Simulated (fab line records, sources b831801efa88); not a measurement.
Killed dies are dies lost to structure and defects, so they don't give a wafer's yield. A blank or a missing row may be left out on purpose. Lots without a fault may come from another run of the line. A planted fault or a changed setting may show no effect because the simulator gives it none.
fab line records | flow sky130
record lots=6 wafers=18 last_day=50
route steps=708 shown SONOS_ONO@173 GATE_OXIDE@187 POLY_GATE@204 RES_PROTECT@206 PAD_OPEN@708
lots that met no fault: from a run of the same line without faults
start_h: hours from the record's first day to the start of the lot's first wafer shown | wait_h: hours since the lot's step before | " the same as in the row above | L1.1+2: a row that stands for several wafers | - no value, or no start given | * or withheld: withheld | < > ~ a bound
route shown NAME@n: a module of which the file shows steps, and the number in the route of the first | usual: mean/standard deviation of fault-free wafers | same: alike in all rows | chamber/n: place in a boat | sites: the reading at each site | _std_site: their standard deviation | _edge_site: outer sites' mean less inner sites' | radius_mm: how far each site lies from the wafer's centre | mask NAME#n: copy n | behind: the tool/chamber that last shaped the wafer | hold: why the lot was held/for how many hours/how that ended | device: the transistor (n, p or np) that didn't switch | end of line: the same wafers' tests at the end of the route | a step without rows: its recipe alone | killed: dies lost to structure and defects at the first sort, not the wafer's yield | map: a wafer's dies, x killed, . not, _ none there
set.NAME: the setting as run; set.NAME@STEP: as run at that earlier step | model.NAME: the simulator's own value behind a step, which no gauge read
lots at some steps of the route; a table a step, a row a wafer
services: from which hour (start_h, from the record's first day; less than 0 if before it) a tool's chamber was out of use, for how many hours, and why
## steps
# step SKY_SONOS_ONO_THK_MEAS_05
# recipe reads=SiO2_of_SONOS_ONO_CVD_04
# usual SONOS_ONO_CVD_04_THK=5.71/0.14
# columns lot.wafer tool chamber start_h wait_h SONOS_ONO_CVD_04_THK[nm]
L645.1 film_metro-02 - 344.99 0.0 5.91
L645.2 " - " " 5.86
L645.3 " - " " 5.92
L647.1 film_metro-03 - 354.91 0.0 5.98
L647.3 " - " " 5.93
L647.5 " - " " 5.86
L653.1 film_metro-02 - 401.67 0.0 5.80
L653.3 " - " " 5.65
L653.4 " - " " 5.74
L654.1 film_metro-01 - 402.92 0.0 5.69
L654.2 " - " " 5.82
L654.3 " - " " 5.87
L656.1 film_metro-02 - 422.66 0.0 5.60
L656.2 " - " " 5.62
L656.6 " - " " 5.56
L657.3 film_metro-03 - 422.68 0.0 5.64
L657.4 " - " " 5.58
L657.6 " - " " 5.71
# step SKY_SONOS_ONO_DEHYDRATE_06
# recipe temp_c=200 time_s=60
# step SKY_SONOS_ONO_HMDS_07
# recipe prime_time_s=60 prime_temp_c=120
# step SKY_SONOS_ONO_COAT_08
# recipe resist=NOVOLAK spin_rpm=3000 resist_thk_nm=1140
# step SKY_SONOS_ONO_SOFTBAKE_09
# recipe temp_c=90 time_s=60 resist=NOVOLAK
# step SKY_SONOS_ONO_EXPOSE_10
# recipe mask_id=ONOM target_cd_nm=410 na=0.6 source_shape=conventional sigma_outer=0.6 dose_mj=150
# step SKY_SONOS_ONO_PEB_11
# recipe temp_c=withheld time_s=* resist=NOVOLAK
# step SKY_SONOS_ONO_DEVELOP_12
# recipe develop_time_s=60 dev_temp_c=23
# step SKY_SONOS_ONO_CD_MEAS_13
# recipe target_cd_nm=410
# usual cd_nm=410.1/2.4
# columns lot.wafer tool chamber start_h wait_h cd_nm
L645.1 cd_sem-01 - 372.42 0.1 409.4
L645.2 " - " " 409.8
L645.3 " - " " 409.2
L647.1 cd_sem-01 - 382.84 0.1 408.7
L647.3 " - " " 408.3
L647.5 " - " " 408.6
L653.1 cd_sem-01 - 430.85 0.1 408.2
L653.3 " - " " 409.1
L653.4 " - " " 406.7
L654.1 cd_sem-02 - 431.69 0.1 414.4
L654.2 " - " " 413.5
L654.3 " - " " 413.2
L657.3 cd_sem-01 - 452.84 0.1 411.7
L657.4 " - " " 411.2
L657.6 " - " " 410.4
L656.1 cd_sem-02 - 453.07 0.1 407.8
L656.2 " - " " 407.6
L656.6 " - " " 405.0
# step SKY_SONOS_ONO_OVL_MEAS_14
# usual SONOS_ONO_OVL=0.4/1.4
# columns lot.wafer tool chamber start_h wait_h SONOS_ONO_OVL[nm]
L645.1 overlay-02 - 372.54 0.1 -1.0
L645.2 " - " " -1.2
L645.3 " - " " -1.4
L647.1 overlay-02 - 382.96 0.1 -0.9
L647.3 " - " " 0.0
L647.5 " - " " -1.1
L653.1 overlay-01 - 430.97 0.1 3.1
L653.3 " - " " -0.6
L653.4 " - " " 0.9
L654.1 overlay-01 - 431.81 0.1 0.2
L654.2 " - " " 0.1
L654.3 " - " " -1.1
L657.3 overlay-02 - 452.93 0.1 0.0
L657.4 " - " " 2.8
L657.6 " - " " 2.4
L656.1 overlay-01 - 453.19 0.1 -0.4
L656.2 " - " " 0.3
L656.6 " - " " 1.1
# step SKY_SONOS_ONO_ETCH_15
# recipe target_depth_nm=19.52 chemistry=CHF3/O2 source_w=600 bias_w=200 pressure_mtorr=40 chf3_flow_sccm=50 O2_flow_sccm=5 time_s=7.8
# usual drypump_motor_current_A=5.6/0.52 oes_product_au=1.003/0.01 throttle_valve_pct=8.823/0.011
# same time_s=7.8
# columns lot.wafer tool chamber start_h wait_h drypump_motor_current_A oes_product_au rf_hours_counter_h throttle_valve_pct
L645.1 rie_diel-02 2 372.57 0.0 6.4 1.006 7 8.819
L645.2 " 1 " " 5.7 1.009 68 8.844
L645.3 " 3 " " 5.4 1.003 1 8.818
L647.1 rie_diel-04 2 382.99 0.0 5.2 1.011 44 8.817
L647.3 " 3 " " 5.8 1.003 98 8.830
L647.5 " 3 " " 5.8 0.993 - 8.807
L653.1 rie_diel-03 3 431.00 0.0 5.4 0.990 27 8.802
L653.3 " 2 " " 5.0 0.994 13 8.796
L653.4 " 1 " " 5.6 1.005 8 8.826
L654.1 rie_diel-02 0 431.84 0.0 6.3 1.000 70 8.833
L654.2 " 2 " " 6.4 1.015 8 8.814
L654.3 " 3 " " 5.4 0.986 2 8.815
L657.3 rie_diel-03 1 452.95 0.0 5.7 0.998 8 8.827
L657.4 " 2 " " 4.9 0.980 14 8.839
L657.6 " 2 " " 4.9 0.991 - 8.832
L656.1 rie_diel-02 0 453.22 0.0 6.3 1.013 71 8.815
L656.2 " 3 " " 5.4 1.006 3 8.837
L656.6 " 0 " " 6.4 1.009 - 8.837
# step SKY_SONOS_ONO_WET_ETCH_16
# recipe chemistry=dHF target_depth_nm=14 dry=n2_spin target=SiO2 dilution=100:1 temp_c=25 time_s=280
# step SKY_SONOS_ONO_STRIP_17
# recipe chemistry=O2/N2 power_w=1400 pressure_mtorr=1500 platen_temp_c=withheld o2_flow_sccm=3000 n2_flow_sccm=300 overash_fraction=0.5
# usual drypump_motor_current_A=5.6/0.4 oes_product_au=0.709/0.0046 strip_time_to_endpoint_s=14.11/0.039
# same overash_fraction=0.5
# columns lot.wafer tool chamber start_h wait_h drypump_motor_current_A oes_product_au rf_hours_counter_h strip_time_to_endpoint_s
L645.1 plasma_asher-04 0 372.68 0.0 6.2 0.709 70 14.04
L645.2 " 1 " " 5.0 0.706 70 14.09
L645.3 " 1 " " 4.9 0.715 - 14.07
L647.1 plasma_asher-04 1 383.10 0.0 5.0 0.713 71 14.08
L647.3 " 1 " " 5.0 0.705 - 14.10
L647.5 " 0 " " 6.2 0.709 - 14.07
L653.1 plasma_asher-04 1 431.11 0.0 5.0 0.721 76 14.12
L653.3 " 0 " " 6.2 0.715 - 14.13
L653.4 " 1 " " 5.0 0.707 - 14.11
L654.1 plasma_asher-04 0 431.95 0.0 6.3 0.708 76 14.16
L654.2 " 1 " " 5.0 0.707 76 14.14
L654.3 " 1 " " 5.0 0.716 - 14.14
L657.3 plasma_asher-02 1 453.09 0.0 5.4 0.704 - 14.09
L657.4 " 0 " " 5.6 0.718 - 14.11
L657.6 " 0 " " 5.7 0.714 - 14.10
L656.1 plasma_asher-01 0 453.33 0.0 5.4 0.710 32 14.13
L656.2 " 1 " " 5.7 0.706 32 14.17
L656.6 " 1 " " 5.7 0.714 - 14.14
# step SKY_SONOS_ONO_WET_ETCH_18
# recipe chemistry=H3PO4 target_depth_nm=15 target=Si3N4 temp_c=160 time_s=172
# step SKY_GATE_OXIDE_CLEAN_00
# recipe chemistry=SC1/SC2 mix=1:4:20 temp_c=70 time_s=150 dry=n2_spin
# step SKY_GATE_OXIDE_OXIDATION_01
# recipe temp_c=900 ambient=O2 stabilise_s=600 purge_s=300 target_thk_a=102.68 ox_time_s=1473
# step SKY_GATE_OXIDE_THK_MEAS_02
# recipe reads=SiO2_of_GATE_OXIDE_OXIDATION_01
# usual GATE_OXIDE_OXIDATION_00_THK=10.20/0.17
# columns lot.wafer tool chamber start_h wait_h GATE_OXIDE_OXIDATION_00_THK[nm]
L645.1 film_metro-04 - 375.41 0.0 10.39
L645.2 " - " " 10.22
L645.3 " - " " 10.31
L647.1 film_metro-02 - 385.16 0.0 10.27
L647.3 " - " " 10.21
L647.5 " - " " 10.11
L653.1 film_metro-01 - 434.27 0.0 9.88
L653.3 " - " " 9.99
L653.4 " - " " 10.00
L654.1 film_metro-02 - 434.27 0.0 10.33
L654.2 " - " " 10.41
L654.3 " - " " 10.27
L657.3 film_metro-02 - 454.71 0.0 10.00
L657.4 " - " " 10.13
L657.6 " - " " 10.29
L656.1 film_metro-04 - 455.85 0.0 10.36
L656.2 " - " " 10.30
L656.6 " - " " 10.12
# step SKY_GATE_OXIDE_DEHYDRATE_03
# recipe temp_c=200 time_s=60
# step SKY_GATE_OXIDE_HMDS_04
# recipe prime_time_s=60 prime_temp_c=120
# step SKY_GATE_OXIDE_COAT_05
# recipe resist=NOVOLAK spin_rpm=3000 resist_thk_nm=1140
# step SKY_GATE_OXIDE_SOFTBAKE_06
# recipe temp_c=90 time_s=60 resist=NOVOLAK
# step SKY_GATE_OXIDE_EXPOSE_07
# recipe mask_id=LVOM na=0.6 source_shape=conventional sigma_outer=0.6 polarization=unpolarized target_cd_nm=600 dose_mj=170
# step SKY_GATE_OXIDE_PEB_08
# recipe temp_c=withheld time_s=* resist=NOVOLAK
# step SKY_GATE_OXIDE_DEVELOP_09
# recipe resist=NOVOLAK developer=TMAH develop_time_s=60 dev_temp_c=23
# step SKY_GATE_OXIDE_OVL_MEAS_10
# usual GATE_OXIDE_OVL=0.5/1.2
# columns lot.wafer tool chamber start_h wait_h GATE_OXIDE_OVL[nm]
L645.1 overlay-02 - 404.01 0.1 2.5
L645.2 " - " " 3.1
L645.3 " - " " 2.4
L647.1 overlay-01 - 414.30 0.1 1.1
L647.3 " - " " -0.1
L647.5 " - " " 1.5
L653.1 overlay-01 - 464.55 0.1 2.3
L653.3 " - " " 2.6
L653.4 " - " " 2.2
L654.1 overlay-02 - 465.02 0.1 -0.1
L654.2 " - " " -1.1
L654.3 " - " " -0.3
L657.3 overlay-01 - 485.66 0.1 0.9
L657.4 " - " " -1.1
L657.6 " - " " 0.1
L656.1 overlay-01 - 486.25 0.1 -0.5
L656.2 " - " " 0.5
L656.6 " - " " 2.1
# step SKY_GATE_OXIDE_IMPLANT_11
# recipe species=B energy_kev=10 dose_cm2=2.6e+12 tilt_deg=withheld
# step SKY_GATE_OXIDE_WET_ETCH_12
# recipe chemistry=dHF target_depth_nm=16.8 dry=n2_spin target=SiO2 dilution=100:1 temp_c=25 time_s=336
# step SKY_GATE_OXIDE_STRIP_13
# recipe chemistry=O2/N2 power_w=1400 pressure_mtorr=1500 platen_temp_c=withheld o2_flow_sccm=3000 n2_flow_sccm=300 overash_fraction=0.5
# usual drypump_motor_current_A=5.5/0.42 oes_product_au=0.716/0.0039 strip_time_to_endpoint_s=14.20/0.035
# same overash_fraction=0.5
# columns lot.wafer tool chamber start_h wait_h drypump_motor_current_A oes_product_au rf_hours_counter_h strip_time_to_endpoint_s
L645.1 plasma_asher-01 1 404.30 0.0 5.7 0.712 26 14.23
L645.2 " 0 " " 5.4 0.718 26 14.25
L645.3 " 0 " " 5.4 0.712 - 14.23
L647.1 plasma_asher-01 0 414.59 0.0 5.4 0.718 27 14.23
L647.3 " 0 " " 5.3 0.715 - 14.24
L647.5 " 1 " " 5.7 0.714 - 14.21
L653.1 plasma_asher-04 0 464.84 0.0 6.2 0.720 80 14.17
L653.3 " 0 " " 6.2 0.708 - 14.15
L653.4 " 1 " " 5.0 0.708 - 14.19
L654.1 plasma_asher-01 0 465.31 0.0 5.4 0.718 33 14.15
L654.2 " 1 " " 5.7 0.708 33 14.20
L654.3 " 0 " " 5.4 0.727 - 14.19
L657.3 plasma_asher-04 0 485.98 0.0 6.2 0.712 - 14.16
L657.4 " 1 " " 5.0 0.724 - 14.23
L657.6 " 0 " " 6.3 0.716 - 14.20
L656.1 plasma_asher-03 0 486.64 0.0 5.0 0.719 66 14.20
L656.2 " 1 " " 5.4 0.719 66 14.24
L656.6 " 1 " " 5.4 0.720 - 14.21
# step SKY_GATE_OXIDE_TW_MEAS_14
# usual GATE_OXIDE_TW=223.7/1.7
# columns lot.wafer tool chamber start_h wait_h GATE_OXIDE_TW
L645.1 film_metro-01 - 404.40 0.1 224.5
L645.2 " - " " 226.1
L645.3 " - " " 224.8
L647.1 film_metro-02 - 414.69 0.1 222.6
L647.3 " - " " 221.4
L647.5 " - " " 222.3
L653.1 film_metro-04 - 464.94 0.1 224.8
L653.3 " - " " 225.7
L653.4 " - " " 224.6
L654.1 film_metro-02 - 465.41 0.1 221.5
L654.2 " - " " 221.0
L654.3 " - " " 221.7
L657.3 film_metro-01 - 486.06 0.1 224.4
L657.4 " - " " 224.6
L657.6 " - " " 225.1
L656.1 film_metro-02 - 486.74 0.1 223.6
L656.2 " - " " 223.4
L656.6 " - " " 222.8
# step SKY_GATE_OXIDE_CLEAN_15
# recipe chemistry=SC1/SC2 mix=1:4:20 temp_c=70 time_s=150 dry=n2_spin
# step SKY_GATE_OXIDE_OXIDATION_16
# recipe temp_c=800 ambient=O2 idle_temp_c=700 ramp_up_c_per_min=10 ramp_down_c_per_min=3 stabilise_s=600 purge_s=300 target_thk_a=35.7 ox_time_s=1915
# step SKY_POLY_GATE_CVD_00
# recipe material=poly-Si target_thk_nm=180 temp_c=620 time_s=720 pressure_mtorr=200
# step SKY_POLY_GATE_THK_MEAS_01
# recipe reads=poly-Si_of_POLY_GATE_CVD_00
# usual POLY_GATE_CVD_00_THK=179.0/2
# columns lot.wafer tool chamber start_h wait_h POLY_GATE_CVD_00_THK[nm]
L645.1 film_metro-01 - 408.11 0.0 179.6
L645.2 " - " " 179.2
L645.3 " - " " 179.6
L647.1 film_metro-01 - 417.53 0.0 181.0
L647.3 " - " " 181.9
L647.5 " - " " 180.4
L653.1 film_metro-03 - 468.39 0.0 180.9
L653.3 " - " " 180.6
L653.4 " - " " 180.6
L654.1 film_metro-01 - 470.19 0.0 176.9
L654.2 " - " " 178.1
L654.3 " - " " 178.6
L657.3 film_metro-03 - 489.28 0.0 174.6
L657.4 " - " " 177.2
L657.6 " - " " 177.5
L656.1 film_metro-04 - 490.46 0.0 181.5
L656.2 " - " " 181.1
L656.6 " - " " 182.4
# step SKY_RES_PROTECT_DEHYDRATE_00
# recipe temp_c=200 time_s=60
# step SKY_RES_PROTECT_HMDS_01
# recipe prime_time_s=60 prime_temp_c=120
# step SKY_RES_PROTECT_COAT_02
# recipe resist=NOVOLAK spin_rpm=3000 resist_thk_nm=1140
# step SKY_RES_PROTECT_SOFTBAKE_03
# recipe temp_c=90 time_s=60 resist=NOVOLAK
# step SKY_RES_PROTECT_EXPOSE_04
# recipe mask_id=RPM na=0.6 source_shape=conventional sigma_outer=0.6 polarization=unpolarized target_cd_nm=1270 dose_mj=131
# step SKY_RES_PROTECT_PEB_05
# recipe temp_c=withheld time_s=* resist=NOVOLAK
# step SKY_RES_PROTECT_DEVELOP_06
# recipe resist=NOVOLAK developer=TMAH develop_time_s=60 dev_temp_c=23
# step SKY_POLY_GATE_IMPLANT_02
# recipe species=P energy_kev=30 dose_cm2=7.7e+15 tilt_deg=0
# step SKY_RES_PROTECT_STRIP_07
# recipe chemistry=O2/N2 power_w=1400 pressure_mtorr=1500 platen_temp_c=withheld o2_flow_sccm=3000 n2_flow_sccm=300 overash_fraction=0.5
# usual drypump_motor_current_A=5.43/0.23 oes_product_au=0.518/0.0043 strip_time_to_endpoint_s=23.30/0.04
# same overash_fraction=0.5
# columns lot.wafer tool chamber start_h wait_h drypump_motor_current_A oes_product_au rf_hours_counter_h strip_time_to_endpoint_s
L645.1 plasma_asher-01 0 438.06 0.1 5.33 0.515 30 23.31
L645.2 " 1 " " 5.70 0.520 30 23.32
L645.3 " 0 " " 5.35 0.515 - 23.33
L647.1 plasma_asher-03 0 447.39 0.1 5.02 0.519 62 23.27
L647.3 " 0 " " 5.01 0.519 - 23.28
L647.5 " 0 " " 5.01 0.525 - 23.32
L653.1 plasma_asher-01 0 498.84 0.1 5.34 0.517 37 23.31
L653.3 " 1 " " 5.72 0.517 - 23.32
L653.4 " 0 " " 5.34 0.521 - 23.34
L654.1 plasma_asher-02 0 500.91 0.1 5.72 0.513 7 23.29
L654.2 " 1 " " 5.42 0.519 7 23.26
L654.3 " 1 " " 5.44 0.508 - 23.26
L657.3 plasma_asher-03 0 519.58 0.1 5.04 0.514 - 23.26
L657.4 " 1 " " 5.39 0.522 - 23.25
L657.6 " 0 " " 5.03 0.522 - 23.30
L656.1 plasma_asher-01 1 521.04 0.1 5.69 0.519 40 23.31
L656.2 " 0 " " 5.37 0.523 40 23.31
L656.6 " 1 " " 5.68 0.521 - 23.28
# step SKY_PAD_OPEN_PROBE_99
# usual killed_at_M0_to_M3=44/6.4 killed_at_M4_up=3.6/2.1 killed_at_contacts=23/5.1 killed_at_front_end=15/4.3 killed_at_other=0.3/0.56 killed_dies=86/9 killed_on_rim=17/3.3 killed_open=47/6.4 killed_short=39/5.8
# same gross_dies=492 killed_at_back_side=0
# columns lot.wafer tool chamber start_h wait_h killed_at_M0_to_M3 killed_at_M4_up killed_at_contacts killed_at_front_end killed_at_other killed_dies killed_on_rim killed_open killed_short
L645.1 prober-01 - 1135.19 0.1 47 3 23 9 1 83 18 43 40
L645.2 prober-01 - 1135.24 0.1 41 4 20 13 0 78 17 45 33
L645.3 prober-01 - 1135.29 0.2 50 6 24 11 0 91 15 47 44
L653.1 prober-01 - 1175.56 0.1 48 3 24 74 2 151 32 49 41
L653.3 prober-01 - 1175.66 0.2 39 4 37 39 1 120 30 48 42
L653.4 prober-01 - 1175.71 0.2 41 4 17 75 0 137 32 41 32
L654.1 prober-02 - 1175.93 0.1 53 6 13 47 0 119 23 43 44
L654.2 prober-02 - 1175.98 0.1 40 1 20 74 0 135 27 43 35
L654.3 prober-02 - 1176.03 0.2 43 3 13 58 0 117 22 32 31
L657.3 prober-02 - 1187.25 0.2 49 3 22 17 0 91 22 45 46
L657.4 prober-02 - 1187.30 0.2 41 6 27 15 0 89 20 39 50
L657.6 prober-02 - 1187.40 0.2 51 3 26 17 0 97 21 59 37
L656.1 prober-01 - 1190.33 0.1 34 6 22 24 0 86 11 46 40
L656.2 prober-01 - 1190.38 0.1 49 3 22 17 0 91 19 48 43
L656.6 prober-01 - 1190.58 0.2 47 6 29 19 0 101 20 56 45
# killed by level:class
L645.1 VIA3:geometric_particle:open=9 LI_CONTACT:geometric_particle:open=8 METAL2:geometric_particle:short=8 VIA1:geometric_particle:open=7 CONTACT:geometric_particle:open=6 LI_CONTACT:geometric_particle:short=6 VIA2:geometric_particle:short=6 FIELD_ISO:geometric_particle:open=5
L645.2 VIA1:geometric_particle:open=8 LI_CONTACT:geometric_particle:open=8 VIA2:geometric_particle:open=6 VIA2:geometric_particle:short=5 VIA3:geometric_particle:open=5 LOCAL_INTERCONNECT:geometric_particle:short=5 FIELD_ISO:geometric_particle:open=4 CONTACT:geometric_particle:open=4
L645.3 LI_CONTACT:geometric_particle:open=10 VIA2:geometric_particle:short=7 CONTACT:geometric_particle:open=7 METAL3:geometric_particle:short=7 FIELD_ISO:geometric_particle:open=6 VIA1:geometric_particle:open=6 VIA2:geometric_particle:open=6 VIA3:geometric_particle:open=6
L653.1 SONOS_ONO:unspecified=61 CONTACT:geometric_particle:open=11 VIA1:geometric_particle:open=10 METAL2:geometric_particle:short=9 VIA2:geometric_particle:open=8 VIA2:geometric_particle:short=7 VIA1:geometric_particle:short=5 LI_CONTACT:geometric_particle:open=4
L653.3 SONOS_ONO:unspecified=30 CONTACT:geometric_particle:open=12 LI_CONTACT:geometric_particle:open=11 VIA2:geometric_particle:open=6 LOCAL_INTERCONNECT:geometric_particle:short=6 VIA1:geometric_particle:open=6 LI_CONTACT:geometric_particle:short=5 POLY_GATE:geometric_particle:open=4
L653.4 SONOS_ONO:unspecified=64 VIA2:geometric_particle:open=8 VIA1:geometric_particle:open=7 METAL2:geometric_particle:short=6 FIELD_ISO:geometric_particle:open=5 CONTACT:geometric_particle:open=5 LI_CONTACT:geometric_particle:open=4 CONTACT:geometric_particle:short=4
L654.1 SONOS_ONO:unspecified=32 VIA1:geometric_particle:open=17 VIA1:geometric_particle:short=10 CONTACT:geometric_particle:open=7 METAL4:geometric_particle:short=6 METAL2:geometric_particle:short=5 VIA3:geometric_particle:open=5 FIELD_ISO:geometric_particle:open=4
L654.2 SONOS_ONO:unspecified=57 CONTACT:geometric_particle:open=10 METAL1:geometric_particle:short=9 VIA1:geometric_particle:open=8 POLY_GATE:geometric_particle:short=5 POLY_GATE:geometric_particle:open=4 LI_CONTACT:geometric_particle:open=4 CONTACT:geometric_particle:short=4
L654.3 SONOS_ONO:unspecified=54 VIA1:geometric_particle:open=12 METAL2:geometric_particle:short=6 METAL1:geometric_particle:short=6 VIA2:geometric_particle:open=6 CONTACT:geometric_particle:open=5 LI_CONTACT:geometric_particle:open=4 VIA2:geometric_particle:short=4
L657.3 VIA3:geometric_particle:open=11 CONTACT:geometric_particle:open=8 VIA1:geometric_particle:open=7 CONTACT:geometric_particle:short=7 POLY_GATE:geometric_particle:open=6 VIA3:geometric_particle:short=6 METAL1:geometric_particle:short=5 VIA2:geometric_particle:open=5
L657.4 VIA1:geometric_particle:open=8 CONTACT:geometric_particle:open=8 FIELD_ISO:geometric_particle:short=7 LI_CONTACT:geometric_particle:open=7 VIA3:geometric_particle:short=7 METAL1:geometric_particle:short=6 VIA3:geometric_particle:open=6 METAL4:geometric_particle:short=6
L657.6 CONTACT:geometric_particle:open=13 VIA1:geometric_particle:open=11 METAL1:geometric_particle:short=9 VIA3:geometric_particle:open=9 FIELD_ISO:geometric_particle:open=6 METAL2:geometric_particle:short=6 VIA2:geometric_particle:open=6 POLY_GATE:geometric_particle:open=4
L656.1 POLY_GATE:geometric_particle:open=9 CONTACT:geometric_particle:open=7 VIA1:geometric_particle:short=7 FIELD_ISO:geometric_particle:open=6 VIA2:geometric_particle:open=6 LOCAL_INTERCONNECT:geometric_particle:short=5 METAL1:geometric_particle:short=5 VIA1:geometric_particle:open=5
L656.2 VIA1:geometric_particle:open=12 METAL2:geometric_particle:short=10 METAL1:geometric_particle:short=8 LI_CONTACT:geometric_particle:open=6 LOCAL_INTERCONNECT:geometric_particle:short=5 CONTACT:geometric_particle:open=5 VIA2:geometric_particle:open=5 POLY_GATE:geometric_particle:open=4
L656.6 LI_CONTACT:geometric_particle:open=11 VIA3:geometric_particle:open=9 VIA1:geometric_particle:open=8 FIELD_ISO:geometric_particle:open=6 LI_CONTACT:geometric_particle:short=6 METAL4:geometric_particle:short=6 CONTACT:geometric_particle:open=6 VIA1:geometric_particle:short=6
# map L653.1 (x killed, . not)
__________x.xxx..x.._________
________xxxxxxx.x....._______
______xxxxxxxxxx.....x.._____
_____..xxxxxxxxx.........____
____.xxxxxxxxxx..x........___
___.xxxxxxxxxxx.x.......x..__
__....xxxxxxxx.........x...._
_....x..xxxxxxx..xx..........
_..xx......x......x...xxx....
_..x.x...x...xx..xx.....xxx..
_..xx.......x....x......x....
_x.....x...xx..........x..x..
_.x......x...x.xx...........x
_x.........x...x.........x...
_x....xx...........xx..x...x.
__.....xx.......x.....x..x.x_
___x.x.....x.x.xx......x.x.__
____...x...x............xx___
_____..............x.x.x.____
______..x.....x........x_____
________x...x.......x._______
__________....xx...x_________
# map L654.2 (x killed, . not)
__________xxxx..x..._________
________.xxxxxx......._______
______xxxxxxxxx......x.._____
_____x.xxxxxxxxx.x...x.x.____
____x.xxxxxxxxxx..x.......___
___..xxxxxxxxxxx........x..__
__.....xxxxxxx.x....x....xxx_
_......x.xxxxx.xx.x......x...
_.xx..x.....x.x............x.
_x..........x.x..............
_......x............x...x....
_.x....x..x..................
_xx......xx.............x.x..
_.....xxxx.x...............x.
_x..............x.........x..
__x..........x.......x......_
___.x............x.......xx__
____...x.....x......x..x..___
_____...xxxx..xx.....x...____
______.................x_____
________....xx..x....x_______
__________..x..x...._________
## services
# columns tool chamber start_h hours kind
plasma_asher-02 - 354.22 0.6 repair
rie_diel-04 0 384.64 1.9 repair
plasma_asher-02 - 421.25 9.0 pm
plasma_asher-02 0 421.25 9.0 vent_cycle
plasma_asher-02 1 421.25 9.0 vent_cycle
rie_diel-03 - 422.62 2.8 pm
plasma_asher-02 0 430.25 - clean
plasma_asher-02 1 430.25 - clean
rie_diel-03 1 432.19 20.3 repair
plasma_asher-02 - 446.54 0.3 repair
rie_diel-04 3 458.66 - clean
rie_diel-04 3 458.66 12.6 scheduled_down
rie_diel-04 3 458.66 12.6 vent_cycle
rie_diel-03 3 462.51 7.5 repair
rie_diel-04 0 471.31 - clean
rie_diel-04 0 471.31 18.0 scheduled_down
rie_diel-04 0 471.31 18.0 vent_cycle
plasma_asher-03 - 487.27 28.1 pm
rie_diel-03 2 493.84 13.9 repair
rie_diel-02 1 513.29 3.5 repair
rie_diel-04 2 518.23 6.8 repair
## key
first_sign step=SKY_PAD_OPEN_PROBE_99 reading=killed_at_front_end direction=up sigmas=11 usual=15 struck=61
effect step=SKY_PAD_OPEN_PROBE_99 reading=killed_dies direction=up sigmas=4.8 usual=86 struck=130
met_at SKY_SONOS_ONO_STRIP_17
struck_wafers L653.1,L653.3,L653.4,L654.1,L654.2,L654.3
tester_left_out L653,L654
onset_between 383.10 431.11
fault kind=chamber_particle_source tool=plasma_asher-04 chamber=- onset_h=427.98 steps=SKY_SONOS_ONO_STRIP_17 rate_per_visit_cm2=1.4483 end_h=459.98
# tester_left_out: of these lots the tester's yield and bins aren't shown, on N5 and GAA mostly nor the transistor test; their killed dies are dies lost to structure and defects alone, not to doping, threshold or leakage, so they don't give the yield
